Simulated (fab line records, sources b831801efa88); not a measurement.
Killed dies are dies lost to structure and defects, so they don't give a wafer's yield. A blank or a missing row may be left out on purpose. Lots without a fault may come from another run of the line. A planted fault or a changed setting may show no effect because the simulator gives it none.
Which tool did it? | flow sky130 | 24 lots, 72 wafers sampled, at 5 steps of a route of 708

WHAT THE GAUGES READ, wafer by wafer
SKY_VIA2_OVL_MEAS_13. Usual: VIA2_OVL -4 nm, standard deviation 4.8.
lot  | measured     | on         | VIA2_OVL (nm) | flag
L076 | day 37 03:14 | overlay-01 | -1 -1 -8      |
L075 | day 37 04:22 | overlay-02 | -13 -9 -8     |
L074 | day 37 05:04 | overlay-01 | -4 -7 1       |
L077 | day 37 05:26 | overlay-01 | -6 4 -5       |
L078 | day 37 14:16 | overlay-02 | 5 -4 -8       |
L079 | day 37 22:52 | overlay-02 | 1 -8 -1       |
L080 | day 38 06:14 | overlay-02 | -2 -13 -4     |
L081 | day 38 14:56 | overlay-01 | -6 -6 3       |
L082 | day 39 01:08 | overlay-02 | -1 0 1        |
L083 | day 39 06:34 | overlay-01 | -7 -10 -9     |
L084 | day 39 14:22 | overlay-02 | -7 -14 -6     |
L085 | day 39 15:37 | overlay-01 | 5 3 2         |
L086 | day 40 02:46 | overlay-02 | -1 2 -2       |
L087 | day 40 11:17 | overlay-01 | -1 -6 -3      |
L088 | day 40 18:45 | overlay-01 | -11 -7 -13    |
L089 | day 40 23:10 | overlay-01 | -10 -11 -4    |
L090 | day 41 01:04 | overlay-01 | -1 2 -6       |
L093 | day 42 17:44 | overlay-01 | 4 7 -2        |
L094 | day 42 20:31 | overlay-02 | -3 -4 -2      |
L091 | day 42 21:33 | overlay-01 | -6 -1 -6      |
L095 | day 42 23:16 | overlay-01 | -9 -8 -10     |
L092 | day 43 00:38 | overlay-02 | 3 -9 -8       |
L096 | day 43 01:28 | overlay-02 | 1 2 2         |
L097 | day 43 06:50 | overlay-02 | -4 -9 -2      |

SKY_CAPM_THK_MEAS_04: measures by xrf. Usual: CAPM_TIN_THK 201.8 nm, standard deviation 2.4.
lot  | measured     | on            | CAPM_TIN_THK (nm) | flag
L076 | day 37 05:09 | film_metro-01 | 202.8 206.0 203.8 |
L075 | day 37 06:14 | film_metro-04 | 204.7 203.8 198.9 |
L074 | day 37 06:59 | film_metro-01 | 198.1 201.0 203.5 |
L077 | day 37 07:19 | film_metro-04 | 201.7 204.4 200.5 |
L078 | day 37 16:08 | film_metro-04 | 202.9 200.4 205.0 |
L079 | day 38 00:53 | film_metro-04 | 201.2 202.3 202.8 |
L080 | day 38 08:07 | film_metro-01 | 202.3 206.7 203.9 |
L081 | day 38 16:50 | film_metro-01 | 201.9 200.3 201.7 |
L082 | day 39 03:02 | film_metro-03 | 198.9 203.5 200.6 |
L083 | day 39 08:28 | film_metro-03 | 197.0 197.1 199.5 |
L084 | day 39 16:16 | film_metro-01 | 203.2 203.6 205.1 |
L085 | day 39 17:31 | film_metro-01 | 203.1 197.7 201.1 |
L086 | day 40 04:38 | film_metro-04 | 198.2 201.6 201.8 |
L087 | day 40 13:13 | film_metro-01 | 203.2 199.0 205.2 |
L088 | day 40 20:38 | film_metro-03 | 202.5 198.9 201.4 |
L089 | day 41 01:02 | film_metro-03 | 204.0 205.3 203.4 |
L090 | day 41 02:58 | film_metro-01 | 205.8 201.7 204.8 |
L093 | day 42 19:36 | film_metro-04 | 202.0 202.6 202.5 |
L094 | day 42 22:23 | film_metro-04 | 200.1 199.7 199.0 |
L091 | day 42 23:25 | film_metro-01 | 198.9 200.3 200.6 |
L095 | day 43 01:11 | film_metro-01 | 198.4 201.5 200.1 |
L092 | day 43 02:44 | film_metro-01 | 206.6 204.5 204.5 |
L096 | day 43 03:25 | film_metro-03 | 204.7 202.9 206.6 |
L097 | day 43 08:44 | film_metro-01 | 198.1 200.7 203.7 |

SKY_CAP2M_THK_MEAS_04: measures by xrf. Usual: CAP2M_TIN_THK 202 nm, standard deviation 3.
lot  | measured     | on            | CAP2M_TIN_THK (nm) | flag
L076 | day 40 12:44 | film_metro-02 | 198 203 197        |
L075 | day 40 13:28 | film_metro-04 | 200 199 204        |
L074 | day 40 14:26 | film_metro-04 | 205 208 203        |
L077 | day 40 15:08 | film_metro-04 | 204 198 202        |
L078 | day 40 23:02 | film_metro-02 | 204 198 197        |
L079 | day 41 08:04 | film_metro-01 | 197 200 198        |
L080 | day 41 14:56 | film_metro-04 | 205 205 204        |
L081 | day 41 23:36 | film_metro-02 | 198 204 201        |
L082 | day 42 08:24 | film_metro-02 | 198 201 199        |
L083 | day 42 14:40 | film_metro-04 | 201 203 200        |
L084 | day 42 21:44 | film_metro-04 | 203 203 208        |
L085 | day 42 22:01 | film_metro-02 | 202 205 205        |
L086 | day 43 09:03 | film_metro-02 | 202 199 201        |
L087 | day 43 16:58 | film_metro-01 | 205 203 204        |
L088 | day 44 00:20 | film_metro-02 | 207 205 199        |
L089 | day 44 04:05 | film_metro-02 | 203 202 203        |
L090 | day 44 13:38 | film_metro-01 | 200 200 204        |
L093 | day 45 17:32 | film_metro-01 | 200 200 198        |
L094 | day 45 19:55 | film_metro-02 | 204 202 201        |
L091 | day 45 19:59 | film_metro-04 | 202 201 203        |
L095 | day 45 21:30 | film_metro-04 | 205 203 202        |
L092 | day 45 22:50 | film_metro-01 | 198 202 197        |
L096 | day 45 23:58 | film_metro-02 | 202 197 200        |
L097 | day 46 03:37 | film_metro-02 | 201 200 204        |

WHICH TOOL RAN EACH LOT (tool, then ch and the chambers of the sampled wafers, then the start)
lot  | SKY_METAL4_SPUTTER_01        | SKY_METAL4_SPUTTER_04
L076 | pvd_sputter-02, day 40 12:16 | pvd_sputter-02, day 40 12:21
L075 | pvd_sputter-02, day 40 13:01 | pvd_sputter-02, day 40 13:06
L074 | pvd_sputter-03, day 40 13:59 | pvd_sputter-03, day 40 14:04
L077 | pvd_sputter-03, day 40 14:40 | pvd_sputter-03, day 40 14:45
L078 | pvd_sputter-01, day 40 22:35 | pvd_sputter-01, day 40 22:41
L079 | pvd_sputter-03, day 41 07:37 | pvd_sputter-03, day 41 07:42
L080 | pvd_sputter-02, day 41 14:28 | pvd_sputter-02, day 41 14:33
L081 | pvd_sputter-01, day 41 23:10 | pvd_sputter-01, day 41 23:14
L082 | pvd_sputter-03, day 42 07:57 | pvd_sputter-03, day 42 08:02
L083 | pvd_sputter-01, day 42 14:11 | pvd_sputter-01, day 42 14:16
L084 | pvd_sputter-02, day 42 21:17 | pvd_sputter-02, day 42 21:22
L085 | pvd_sputter-03, day 42 21:34 | pvd_sputter-03, day 42 21:39
L086 | pvd_sputter-01, day 43 08:36 | pvd_sputter-01, day 43 08:41
L087 | pvd_sputter-02, day 43 16:31 | pvd_sputter-02, day 43 16:36
L088 | pvd_sputter-01, day 43 23:52 | pvd_sputter-01, day 43 23:58
L089 | pvd_sputter-03, day 44 03:39 | pvd_sputter-03, day 44 03:44
L090 | pvd_sputter-02, day 44 13:11 | pvd_sputter-02, day 44 13:16
L093 | pvd_sputter-02, day 45 17:05 | pvd_sputter-02, day 45 17:10
L094 | pvd_sputter-01, day 45 19:28 | pvd_sputter-01, day 45 19:33
L091 | pvd_sputter-02, day 45 19:33 | pvd_sputter-02, day 45 19:38
L095 | pvd_sputter-02, day 45 21:03 | pvd_sputter-02, day 45 21:08
L092 | pvd_sputter-01, day 45 22:23 | pvd_sputter-01, day 45 22:28
L096 | pvd_sputter-01, day 45 23:31 | pvd_sputter-01, day 45 23:36
L097 | pvd_sputter-03, day 46 03:10 | pvd_sputter-03, day 46 03:15
- SKY_METAL4_SPUTTER_01: material TiN, target thk 20 nm, time 16.7 s.
- SKY_METAL4_SPUTTER_04: material TiN, target thk 70 nm, time 58.3 s.

WHAT THE TOOLS THEMSELVES READ (means of the sampled wafers that have a number; where no wafer has one, the mark that the record gives instead)
SKY_METAL4_SPUTTER_01. Usual: throttle_valve_pct 30.8 %, standard deviation 1.2.
lot  | tool           | throttle_valve_pct (%) | flag
L076 | pvd_sputter-02 | 30.7                   |
L075 | pvd_sputter-02 | 30.1                   |
L074 | pvd_sputter-03 | 30.1                   |
L077 | pvd_sputter-03 | 29.7                   |
L078 | pvd_sputter-01 | 31.7                   |
L079 | pvd_sputter-03 | 30.0                   |
L080 | pvd_sputter-02 | 30.6                   |
L081 | pvd_sputter-01 | 33.1                   |
L082 | pvd_sputter-03 | 30.0                   |
L083 | pvd_sputter-01 | 32.6                   |
L084 | pvd_sputter-02 | 30.6                   |
L085 | pvd_sputter-03 | 30.0                   |
L086 | pvd_sputter-01 | 31.4                   |
L087 | pvd_sputter-02 | 30.8                   |
L088 | pvd_sputter-01 | 32.0                   |
L089 | pvd_sputter-03 | 29.7                   |
L090 | pvd_sputter-02 | 30.7                   |
L093 | pvd_sputter-02 | 30.3                   |
L094 | pvd_sputter-01 | 31.3                   |
L091 | pvd_sputter-02 | 30.4                   |
L095 | pvd_sputter-02 | 30.9                   |
L092 | pvd_sputter-01 | 30.0                   |
L096 | pvd_sputter-01 | 32.7                   |
L097 | pvd_sputter-03 | 30.2                   |

SKY_METAL4_SPUTTER_04. Usual: throttle_valve_pct 30.8 %, standard deviation 1.2.
lot  | tool           | throttle_valve_pct (%) | flag
L076 | pvd_sputter-02 | 30.7                   |
L075 | pvd_sputter-02 | 30.3                   |
L074 | pvd_sputter-03 | 30.0                   |
L077 | pvd_sputter-03 | 29.8                   |
L078 | pvd_sputter-01 | 31.9                   |
L079 | pvd_sputter-03 | 29.9                   |
L080 | pvd_sputter-02 | 30.7                   |
L081 | pvd_sputter-01 | 33.3                   |
L082 | pvd_sputter-03 | 29.9                   |
L083 | pvd_sputter-01 | 32.6                   |
L084 | pvd_sputter-02 | 30.5                   |
L085 | pvd_sputter-03 | 30.1                   |
L086 | pvd_sputter-01 | 31.3                   |
L087 | pvd_sputter-02 | 30.8                   |
L088 | pvd_sputter-01 | 31.8                   |
L089 | pvd_sputter-03 | 29.9                   |
L090 | pvd_sputter-02 | 30.7                   |
L093 | pvd_sputter-02 | 30.3                   |
L094 | pvd_sputter-01 | 31.4                   |
L091 | pvd_sputter-02 | 30.3                   |
L095 | pvd_sputter-02 | 30.8                   |
L092 | pvd_sputter-01 | 30.2                   |
L096 | pvd_sputter-01 | 32.7                   |
L097 | pvd_sputter-03 | 30.1                   |

THE ANSWER, worked out from the rows above alone
Rule: a lot is off if the mean of its wafers that have a number lies more than 3 standard deviations from the usual mean. A lot without any number at a reading at which 4 lots or more have one is off too. The other lots that the step has rows for count as sound. The gauges are gone through in route order, then the tools' own readings, and for those a lot's mean is taken as printed above. The first step at which some lot is off is used, and at that step the reading that is off furthest; a lot without a number counts as furthest.
No lot is off at any reading shown: from this, nothing can be told.

WHAT THE SIMULATOR HAD PUT IN
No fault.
